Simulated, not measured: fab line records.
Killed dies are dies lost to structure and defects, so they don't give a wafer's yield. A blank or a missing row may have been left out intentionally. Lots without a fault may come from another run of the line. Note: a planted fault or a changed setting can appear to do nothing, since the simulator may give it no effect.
Which tool did it? ; flow gf180mcu ; route of 602 steps, sampled at 1 step: 6 lots, 17 wafers

== WHAT THE GAUGES SHOWED, per wafer ==
GF_STI_THK_MEAS_02.
lot;measured;on;STI_OXIDATION_THK (nm)
L406;day 1 16:31;film_metro-01;10.19 9.93 9.88
L408;day 2 02:31;film_metro-01;9.81 9.98 9.94
L418;day 4 04:31;film_metro-03;9.71 9.72
L422;day 5 00:31;film_metro-04;10.08 10.34 10.24
L426;day 5 20:38;film_metro-01;9.95 9.73 9.81
L428;day 6 06:32;film_metro-03;10.07 10.21 10.10

== WHAT TOOL EACH LOT RAN ON (gives the tool, then ch and the chambers of the sampled wafers, and finally the start) ==
There is no process step in the record ahead of these readings.

== THE ANSWER, worked out from the rows above alone ==
Rule: the lots themselves supply what counts as usual. The widest of any qualifying gaps counts: lots, ordered by their means at a reading, are off when they make up no more than a third of the lots, leave a main group of 4 or more, and stand apart from it by 3 or more times the standard deviation of that group's means. A main group is skipped when, at the precision printed for the reading in the tables above, its means are all equal. A lot without any number at a reading at which 4 lots or more have one is off too. Any other lot the step has rows for is counted as sound.
No lot is off on any of the readings shown, so nothing can be concluded from this.

== WHAT THE SIMULATOR HAD PUT IN ==
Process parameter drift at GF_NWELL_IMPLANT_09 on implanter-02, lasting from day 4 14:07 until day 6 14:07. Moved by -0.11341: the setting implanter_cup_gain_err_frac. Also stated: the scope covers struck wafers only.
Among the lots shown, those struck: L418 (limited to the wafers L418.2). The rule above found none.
